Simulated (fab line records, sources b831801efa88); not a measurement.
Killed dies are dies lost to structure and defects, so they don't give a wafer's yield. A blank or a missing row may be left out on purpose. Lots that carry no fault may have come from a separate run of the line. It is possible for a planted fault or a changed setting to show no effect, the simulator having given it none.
fab line records	flow sky130
record: lots: 12	wafers: 33	last-day: 50
route steps=708 shown FIELD_ISO@5 LDD_HVN@274 RES_XHIGH@340 CONTACT@406
lots that met no fault: from a run of the same line without faults
start-h: the number of hours between the record's first day and the start of the first shown wafer of the lot	wait-h: hours since the lot's step before	" as in the row above	L1.1+2: one row covering several wafers at once	- no value present, or no start provided	* or withheld: withheld	< > ~ a bound
route shown NAME@n: a module of which the file shows steps, and the number in the route of the first	usual: the fault-free wafers' mean and standard deviation	same: alike in all rows	chamber/n: place in a boat	sites: readings site by site	_std_site: standard deviation across them	_edge_site: inner sites' mean taken away from outer sites' mean	radius-mm: how far each site lies from the wafer's centre	mask NAME#n: copy n	behind: the most recent tool/chamber to have shaped the wafer	hold: what put the lot on hold/how long, in hours/how the hold closed	device: transistor that didn't switch, given as n, p or np	end of line: the route-end tests of the same wafers	a step with no rows: only its recipe	killed: the dies lost at the first sort to structure and to defects; this is not the yield of the wafer	map: dies across one wafer; x = killed, . = not, _ = none there
set.NAME: the setting the step ran with; set.NAME@STEP: the setting that earlier step ran with	model.NAME: the simulator's own value behind a step, which no gauge read
steps of the route over a sample of lots; a table a step, a row a wafer
services: when a tool's chamber went out of use (start-h, in hours from the record's first day, below 0 if earlier), for how many hours, and the reason
== steps ==
step: SKY_FIELD_ISO_THK_MEAS_04
recipe: reads: Si3N4_of_FIELD_ISO_CVD_03
usual: FIELD_ISO_CVD_03_THK: 166.3/1.7
lot.wafer	tool	chamber	start-h	wait-h	FIELD_ISO_CVD_03_THK[nm]
L133.1	film-metro-03	-	13.48	0.0	164.3
L133.4	"	-	"	"	165.7
L133.6	"	-	"	"	165.1
L134.1	film-metro-03	-	19.07	0.0	164.3
L134.2	"	-	"	"	166.0
L134.6	"	-	"	"	164.9
L135.3	film-metro-03	-	26.39	0.0	165.4
L135.5	"	-	"	"	164.3
L135.6	"	-	"	"	166.6
L137.3	film-metro-01	-	36.07	0.0	165.8
L137.5	"	-	"	"	165.9
L137.6	"	-	"	"	165.8
L138.1	film-metro-03	-	40.40	0.0	166.5
L138.2	"	-	"	"	166.9
L138.3	"	-	"	"	166.6
L141.2	film-metro-03	-	53.49	0.0	165.6
L141.5	"	-	"	"	165.9
L141.6	"	-	"	"	164.7
L142.3	film-metro-03	-	59.66	0.0	167.1
L142.4	"	-	"	"	165.2
L142.5	"	-	"	"	166.5
L145.1	film-metro-01	-	74.02	0.0	169.6
L145.4	"	-	"	"	169.6
L145.5	"	-	"	"	170.2
L151.3	film-metro-01	-	109.41	0.0	167.1
L151.6	"	-	"	"	165.2
L152.5	film-metro-02	-	112.27	0.0	165.5
L152.6	"	-	"	"	165.6
L155.1	film-metro-02	-	124.38	0.0	169.0
L155.3	"	-	"	"	170.3
L156.1	film-metro-02	-	129.37	0.0	167.9
L156.2	"	-	"	"	168.4
L156.5	"	-	"	"	166.8
step: SKY_LDD_HVN_OVL_MEAS_07
usual: LDD_HVN_OVL: -0.5/1.4
lot.wafer	tool	chamber	start-h	wait-h	LDD_HVN_OVL[nm]
L133.1	overlay-01	-	457.24	0.1	-1.0
L133.4	"	-	"	"	-2.0
L133.6	"	-	"	"	-1.0
L134.1	overlay-02	-	471.04	0.1	-3.2
L134.2	"	-	"	"	-2.5
L134.6	"	-	"	"	-2.3
L135.3	overlay-02	-	486.82	0.1	-0.5
L135.5	"	-	"	"	-3.7
L135.6	"	-	"	"	-1.7
L137.3	overlay-01	-	506.96	0.1	0.3
L137.5	"	-	"	"	-0.2
L137.6	"	-	"	"	0.6
L138.1	overlay-02	-	517.61	0.1	-1.3
L138.2	"	-	"	"	-0.4
L138.3	"	-	"	"	-1.7
L141.2	overlay-02	-	540.17	0.1	-0.1
L141.5	"	-	"	"	-2.3
L141.6	"	-	"	"	0.5
L142.3	overlay-01	-	547.87	0.1	0.9
L142.4	"	-	"	"	-1.2
L142.5	"	-	"	"	0.4
L145.1	overlay-01	-	573.69	0.1	-0.8
L145.4	"	-	"	"	-0.7
L145.5	"	-	"	"	-0.1
L151.3	overlay-01	-	626.81	0.1	-1.0
L151.6	"	-	"	"	0.2
L152.5	overlay-01	-	632.57	0.0	-3.9
L152.6	"	-	"	"	-0.3
L155.1	overlay-02	-	646.31	0.1	2.0
L155.3	"	-	"	"	0.5
L156.1	overlay-02	-	663.91	0.1	-0.5
L156.2	"	-	"	"	-0.8
L156.5	"	-	"	"	0.0
step: SKY_RES_XHIGH_STRIP_08
recipe: chemistry: O2/N2	power-w: 1400	pressure-mtorr: 1500	platen-temp-c: withheld	o2-flow-sccm: 3000	n2-flow-sccm: 300	overash-fraction: 0.5
usual: drypump-motor-current-A: 5.5/0.66	o2-flow-sccm: 3001/9.7	oes-product-au: 0.711/0.0043	strip-time-to-endpoint-s: 14.27/0.043
lot.wafer	tool	chamber	start-h	wait-h	drypump-motor-current-A	o2-flow-sccm	oes-product-au	rf-hours-counter-h	strip-time-to-endpoint-s
L133.1	plasma-asher-02	1	612.84	0.1	5.7	2991	0.718	17	14.28
L133.4	"	0	"	"	6.5	3005	0.714	-	14.21
L133.6	"	0	"	"	6.5	3003	0.715	-	14.26
L134.1	plasma-asher-03	0	622.98	0.1	5.4	3001	0.712	94	14.29
L134.2	"	1	"	"	6.4	2991	0.712	94	14.20
L134.6	"	0	"	"	5.4	3016	0.706	-	14.23
L135.3	plasma-asher-02	0	637.59	0.1	6.6	2990	0.715	-	14.24
L135.5	"	1	"	"	5.8	2993	0.709	-	14.25
L135.6	"	0	"	"	6.6	2989	0.712	-	14.25
L137.3	plasma-asher-01	1	657.36	0.1	4.8	2990	0.710	-	14.28
L137.5	"	0	"	"	5.0	3001	0.717	-	14.27
L137.6	"	1	"	"	4.8	2997	0.712	-	14.29
L138.1	plasma-asher-03	1	667.54	0.1	6.4	3002	0.710	99	14.31
L138.2	"	0	"	"	5.4	3005	0.707	99	14.33
L138.3	"	0	"	"	5.4	3010	0.706	-	14.29
L141.2	plasma-asher-02	0	689.61	0.1	6.6	3003	0.708	24	14.26
L141.5	"	1	"	"	5.8	3023	0.710	-	14.24
L141.6	"	0	"	"	6.5	2995	0.708	-	14.25
L142.3	plasma-asher-01	0	695.21	0.1	5.0	3007	0.710	-	14.21
L142.4	"	1	"	"	4.8	3002	0.706	-	14.22
L142.5	"	1	"	"	4.8	3020	0.711	-	14.18
L145.1	plasma-asher-01	1	719.49	0.1	4.8	3007	0.709	60	14.20
L145.4	"	0	"	"	5.0	3005	0.709	-	14.20
L145.5	"	1	"	"	4.8	3013	0.706	-	14.17
L151.3	plasma-asher-01	1	769.88	0.1	4.8	3000	0.710	-	14.32
L151.6	"	0	"	"	5.0	3008	0.714	-	14.28
L152.5	plasma-asher-01	0	776.80	0.1	5.0	2996	0.708	-	14.27
L152.6	"	1	"	"	4.8	3008	0.722	-	14.23
L155.1	plasma-asher-03	0	789.01	0.1	5.4	2988	0.716	6	14.26
L155.3	"	1	"	"	6.4	2986	0.709	-	14.25
L156.1	plasma-asher-01	1	803.68	0.1	4.8	2998	0.703	70	14.27
L156.2	"	0	"	"	5.0	3009	0.717	70	14.26
L156.5	"	0	"	"	5.0	2996	0.719	-	14.25
step: SKY_CONTACT_CVD_00
recipe: material: Si3N4	target-thk-nm: 75	temp-c: 400	time-s: withheld	rf-w: 450
usual: heater-power-w: 685/100
lot.wafer	tool	chamber	start-h	wait-h	heater-power-w
L133.1	pecvd-01	0	702.33	0.0	915
L133.4	"	1	"	"	617
L133.6	"	0	"	"	937
L134.1	pecvd-02	1	711.35	0.0	580
L134.2	"	2	"	"	568
L134.6	"	1	"	"	596
L135.3	pecvd-03	0	724.96	0.0	604
L135.5	"	2	"	"	740
L135.6	"	1	"	"	613
L137.3	pecvd-03	1	745.58	0.0	724
L137.5	"	0	"	"	611
L137.6	"	2	"	"	670
L138.1	pecvd-01	1	754.66	0.0	613
L138.2	"	2	"	"	698
L138.3	"	0	"	"	888
L141.2	pecvd-01	0	775.24	0.0	812
L141.5	"	2	"	"	789
L141.6	"	0	"	"	811
L142.3	pecvd-02	0	779.57	0.0	706
L142.4	"	1	"	"	660
L142.5	"	0	"	"	689
L145.1	pecvd-01	1	804.60	0.0	605
L145.4	"	2	"	"	807
L145.5	"	0	"	"	761
L151.3	pecvd-01	2	853.88	0.0	817
L151.6	"	1	"	"	591
L152.5	pecvd-01	2	860.82	0.0	745
L152.6	"	1	"	"	567
L155.1	pecvd-01	1	871.30	0.0	631
L155.3	"	2	"	"	682
L156.1	pecvd-03	2	884.97	0.0	647
L156.2	"	1	"	"	718
L156.5	"	0	"	"	523
step: SKY_CONTACT_THK_MEAS_01
recipe: reads: Si3N4_of_CONTACT_CVD_00
usual: CONTACT_CVD_00_THK: 74.8/1.1
lot.wafer	tool	chamber	start-h	wait-h	CONTACT_CVD_00_THK[nm]
L133.1	film-metro-02	-	702.36	-	73.1
L133.4	"	-	"	"	74.6
L133.6	"	-	"	"	74.9
L134.1	film-metro-02	-	711.38	-	75.9
L134.2	"	-	"	"	75.3
L134.6	"	-	"	"	75.4
L135.3	film-metro-02	-	725.02	-	75.4
L135.5	"	-	"	"	76.1
L135.6	"	-	"	"	76.8
L137.3	film-metro-01	-	745.68	-	75.2
L137.5	"	-	"	"	75.9
L137.6	"	-	"	"	76.0
L138.1	film-metro-02	-	754.70	-	73.1
L138.2	"	-	"	"	74.3
L138.3	"	-	"	"	72.9
L141.2	film-metro-02	-	775.28	-	73.9
L141.5	"	-	"	"	74.7
L141.6	"	-	"	"	74.5
L142.3	film-metro-01	-	779.62	-	75.5
L142.4	"	-	"	"	76.7
L142.5	"	-	"	"	76.0
L145.1	film-metro-02	-	804.64	-	72.9
L145.4	"	-	"	"	74.0
L145.5	"	-	"	"	74.2
L151.3	film-metro-01	-	853.93	-	73.7
L151.6	"	-	"	"	61.5
L152.5	film-metro-02	-	860.88	-	75.1
L152.6	"	-	"	"	61.0
L155.1	film-metro-01	-	871.33	-	61.0
L155.3	"	-	"	"	73.9
L156.1	film-metro-03	-	885.01	-	76.1
L156.2	"	-	"	"	76.1
L156.5	"	-	"	"	77.2
step: SKY_CONTACT_ETCH_18
recipe: target: Si3N4	chemistry: CHF3/O2	stop-on: TiN	source-w: 600	bias-w: 200	pressure-mtorr: 40	chf3-flow-sccm: 50	O2_flow_sccm: 5	time-s: 39	target-depth-a: 750
usual: drypump-motor-current-A: 5.7/0.43	oes-product-au: 0.854/0.0086	throttle-valve-pct: 8.793/0.01
lot.wafer	tool	chamber	start-h	wait-h	drypump-motor-current-A	oes-product-au	rf-hours-counter-h	throttle-valve-pct
L133.1	rie-diel-03	1	-	-	5.9	0.839	20	8.777
L133.4	"	0	"	"	5.8	0.856	3	8.800
L133.6	"	3	"	"	5.9	0.855	-	8.797
L134.1	rie-diel-02	1	-	-	5.4	0.863	69	8.806
L134.2	"	3	"	"	5.1	0.860	15	8.791
L134.6	"	1	"	"	5.4	0.860	-	8.786
L135.3	rie-diel-03	1	-	-	5.9	0.853	20	8.789
L135.5	"	3	"	"	5.9	0.863	-	8.784
L135.6	"	0	"	"	5.8	0.871	-	8.781
L137.3	rie-diel-01	2	-	-	6.4	0.847	19	8.799
L137.5	"	2	"	"	6.4	0.860	-	8.794
L137.6	"	1	"	"	6.1	0.866	-	8.777
L138.1	rie-diel-03	2	-	-	4.9	0.842	2	8.783
L138.2	"	3	"	"	6.0	0.851	6	8.784
L138.3	"	1	"	"	5.9	0.847	21	8.784
L141.2	rie-diel-02	3	-	-	5.1	0.848	18	8.807
L141.5	"	2	"	"	5.7	0.858	-	8.788
L141.6	"	0	"	"	5.8	0.845	-	8.790
L142.3	rie-diel-01	0	-	-	5.4	0.851	12	8.781
L142.4	"	2	"	"	6.4	0.855	21	8.807
L142.5	"	1	"	"	6.2	0.868	-	8.817
L145.1	rie-diel-01	2	-	-	6.4	0.846	21	8.785
L145.4	"	1	"	"	6.1	0.855	24	8.777
L145.5	"	0	"	"	5.5	0.843	-	8.790
L151.3	rie-diel-01	2	-	-	6.4	0.847	23	8.795
L151.6	"	0	"	"	5.4	0.768	-	8.775
L152.5	rie-diel-01	1	-	-	6.2	0.854	-	8.796
L152.6	"	0	"	"	5.4	0.769	-	8.786
L155.1	rie-diel-01	2	-	-	6.4	0.769	23	8.787
L155.3	"	1	"	"	6.1	0.849	26	8.783
L156.1	rie-diel-03	0	-	-	5.8	0.855	8	8.799
L156.2	"	1	"	"	5.9	0.863	24	8.794
L156.5	"	3	"	"	6.0	0.877	-	8.804
== services ==
tool	chamber	start-h	hours	kind
plasma-asher-02	-	597.31	1.0	repair
rie-diel-01	-	617.45	2.8	pm
rie-diel-03	2	638.48	8.0	repair
pecvd-01	0	664.55	15.1	repair
plasma-asher-01	-	676.49	2.8	pm
rie-diel-03	-	678.53	0.4	repair
plasma-asher-01	-	690.03	4.9	repair
pecvd-01	-	691.79	6.0	pm
rie-diel-03	0	695.91	18.8	repair
pecvd-01	-	699.93	1.5	repair
rie-diel-01	-	704.60	0.2	repair
plasma-asher-01	-	708.49	2.0	repair
pecvd-01	0	725.91	6.0	repair
pecvd-01	1	728.91	7.9	repair
rie-diel-01	3	789.33	13.5	repair
rie-diel-03	1	822.14	2.9	repair
pecvd-01	-	825.47	28.1	pm
rie-diel-03	1	830.01	5.3	repair
rie-diel-03	-	847.79	1.0	repair
rie-diel-01	0	859.72	4.0	repair
plasma-asher-01	-	879.74	0.4	repair
pecvd-01	0	880.77	3.9	repair
rie-diel-01	3	902.48	4.3	repair
rie-diel-01	1	904.45	1.9	repair
== key ==
first-sign: step: SKY_CONTACT_THK_MEAS_01	reading: CONTACT_CVD_00_THK	direction: down	sigmas: 12	usual: 74.8	struck: 61.2
effect: step: SKY_CONTACT_ETCH_18	reading: oes-product-au	direction: down	sigmas: 9.9	usual: 0.854	struck: 0.769
met-at SKY_CONTACT_CVD_00
struck-lots L151,L152,L155
struck-wafers L151.6,L152.6,L155.1
tester-left-out L151,L152,L155
not-acting-at SKY_FIELD_ISO_THK_MEAS_04,SKY_LDD_HVN_OVL_MEAS_07,SKY_RES_XHIGH_STRIP_08
onset-between 804.60 853.88
fault: kind: process-parameter-drift	tool: pecvd-01	chamber: -	onset-h: 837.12	steps: SKY_CONTACT_CVD_00	channel: time-s	offset: withheld	shape: step	end-h: 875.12	scope: struck-wafers-only	acts-in: *
tester-left-out: of these lots the tester's yield and bins aren't shown, on N5 and GAA mostly nor the transistor test; their killed dies are dies lost to structure and defects alone, not to doping, threshold or leakage, so they don't give the yield
